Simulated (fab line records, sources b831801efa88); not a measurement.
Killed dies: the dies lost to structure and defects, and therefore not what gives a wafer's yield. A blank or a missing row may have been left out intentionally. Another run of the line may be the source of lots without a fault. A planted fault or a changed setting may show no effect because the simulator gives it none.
fab line records ; flow sfq-line
record: lots: 14; wafers: 42; last-day: 92
route steps=325 shown M3@125
lots that met no fault: taken from a fault-free run of the same line
start-h: start of the lot's first displayed wafer, in hours after the record's first day ; wait-h: time in hours since the lot's previous step ; " as in the row above ; L1.1+2: one row covering several wafers at once ; - no value present, or no start provided ; * or withheld: withheld ; < > ~ a bound
route shown NAME@n: a module of which the file shows steps, and the number in the route of the first ; usual: the fault-free wafers' mean and standard deviation ; same: alike in all rows ; chamber/n: place in a boat ; sites: per-site readings ; _std_site: their standard deviation ; _edge_site: the outer-site mean with the inner-site mean subtracted ; radius-mm: how far each site lies from the wafer's centre ; mask NAME#n: copy n ; behind: tool/chamber where the wafer was last shaped ; hold: what put the lot on hold/how long, in hours/how the hold closed ; device: the n, p or np transistor that did not switch ; end of line: at the end of the route, the tests of the same wafers ; a step given without rows: its recipe and nothing more ; killed: dies that structure and defects cost at the first sort, which is not the same as the wafer's yield ; map: per-die view of a wafer (x killed, . not killed, _ where there is no die)
set.NAME: the run value of the setting; set.NAME@STEP: its run value at that earlier step ; model.NAME: the simulator's own value behind a step, which no gauge read
route steps across a sampled set of lots; one table per step, one row per wafer
services: from which hour (start-h, from the record's first day; less than 0 if before it) a tool's chamber was out of use, for how many hours, and why
== steps ==
step: SFQ_TRILAYER_M3_LITHO_EXPOSE_076
recipe: mask-id: M3; na: 0.6; source-shape: conventional; sigma-outer: 0.65; target-cd-nm: 500; dose-mj: 14.4
usual: exposure-dose-mJ-cm2: 14.399/0.016; focus-offset-nm: 0.0/0.59
lot.wafer;tool;chamber;start-h;wait-h;mask;exposure-dose-mJ-cm2;focus-offset-nm
L640.4;krf-scanner-02;0;1053.02;-;M3#0;14.365;-0.1
L640.5;krf-scanner-02;0;1053.02;-;M3#0;14.391;-0.1
L640.6;krf-scanner-02;0;1053.02;-;M3#0;14.402;-0.1
L641.1;krf-scanner-02;0;1056.02;-;M3#0;14.413;0.0
L641.2;krf-scanner-02;0;1056.02;-;M3#0;14.387;0.9
L641.5;krf-scanner-02;0;1056.02;-;M3#0;14.386;-0.8
L644.1;krf-scanner-01;0;1089.75;-;M3#0;14.416;0.0
L644.4;krf-scanner-01;0;1089.75;-;M3#0;14.396;-0.6
L644.5;krf-scanner-01;0;1089.75;-;M3#0;14.422;-0.5
L647.1;krf-scanner-01;0;1113.75;-;M3#0;14.423;0.0
L647.2;krf-scanner-01;0;1113.75;-;M3#0;14.409;0.6
L647.4;krf-scanner-01;0;1113.75;-;M3#0;14.406;-0.3
L648.2;krf-scanner-01;0;1122.35;-;M3#0;14.397;0.0
L648.4;krf-scanner-01;0;1122.35;-;M3#0;14.407;0.3
L648.5;krf-scanner-01;0;1122.35;-;M3#0;14.400;0.7
L649.4;krf-scanner-01;0;1131.15;-;M3#0;14.374;0.0
L649.5;krf-scanner-01;0;1131.15;-;M3#0;14.390;0.4
L649.6;krf-scanner-01;0;1131.15;-;M3#0;14.412;0.8
L650.2;krf-scanner-01;0;1147.55;-;M3#0;14.421;0.4
L650.3;krf-scanner-01;0;1147.55;-;M3#0;14.398;0.6
L650.5;krf-scanner-01;0;1147.55;-;M3#0;14.405;0.4
L652.1;krf-scanner-02;0;1169.40;-;M3#0;14.406;-0.6
L652.3;krf-scanner-02;0;1169.40;-;M3#0;14.389;-0.5
L652.6;krf-scanner-02;0;1169.40;-;M3#0;14.395;0.3
L656.1;krf-scanner-02;0;1201.80;-;M3#0;14.427;-0.1
L656.5;krf-scanner-02;0;1201.80;-;M3#0;14.408;-0.7
L656.6;krf-scanner-02;0;1201.80;-;M3#0;14.422;-0.1
L657.1;krf-scanner-02;0;1204.20;-;M3#0;14.404;0.8
L657.2;krf-scanner-02;0;1204.20;-;M3#0;14.405;-0.4
L657.5;krf-scanner-02;0;1204.20;-;M3#0;14.403;-0.3
L658.3;krf-scanner-02;-;1207.00;-;M3#0;-;-
L658.4;krf-scanner-02;-;1207.00;-;M3#0;-;-
L658.5;krf-scanner-02;-;1207.00;-;M3#0;-;-
L659.1;krf-scanner-02;-;1209.00;-;M3#0;-;-
L659.2;krf-scanner-02;-;1209.00;-;M3#0;-;-
L659.6;krf-scanner-02;-;1209.00;-;M3#0;-;-
L662.1;krf-scanner-01;0;1237.89;-;M3#0;14.379;-0.1
L662.2;krf-scanner-01;0;1237.89;-;M3#0;14.407;0.0
L662.6;krf-scanner-01;0;1237.89;-;M3#0;14.409;-0.1
L663.1;krf-scanner-02;0;1258.43;-;M3#0;14.386;0.3
L663.2;krf-scanner-02;0;1258.43;-;M3#0;14.399;0.6
L663.6;krf-scanner-02;0;1258.43;-;M3#0;14.403;-0.9
== services ==
tool;chamber;start-h;hours;kind
krf-scanner-01;-;1033.01;1.0;pm
krf-scanner-01;-;1040.53;1.5;repair
krf-scanner-01;-;1050.93;7.2;pm
krf-scanner-02;-;1066.82;1.3;pm
krf-scanner-02;-;1072.22;0.8;pm
krf-scanner-01;-;1148.55;1.3;pm
krf-scanner-02;-;1157.07;1.0;pm
krf-scanner-01;-;1165.68;0.8;pm
krf-scanner-01;-;1187.80;3.6;pm
krf-scanner-01;-;1202.01;1.0;pm
krf-scanner-01;-;1223.83;4.0;pm
krf-scanner-02;-;1241.40;0.8;pm
krf-scanner-02;-;1243.48;1.3;pm
== key ==
first-sign: step: SFQ_TRILAYER_M3_LITHO_EXPOSE_076; reading: tool-record; direction: missing
effect none on later readings
met-at SFQ_TRILAYER_M3_LITHO_EXPOSE_076
struck-lots L658,L659
rows-end L658.3,L658.5
onset-between 1204.20 1207.00
fault: kind: skipped-step-whole; tool: krf-scanner-02; chamber: -; onset-h: 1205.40; steps: SFQ_TRILAYER_M3_LITHO_EXPOSE_076; scope: struck-lots-only
rows-end: these wafers met a further fault down the route, and their rows from its step on are left out
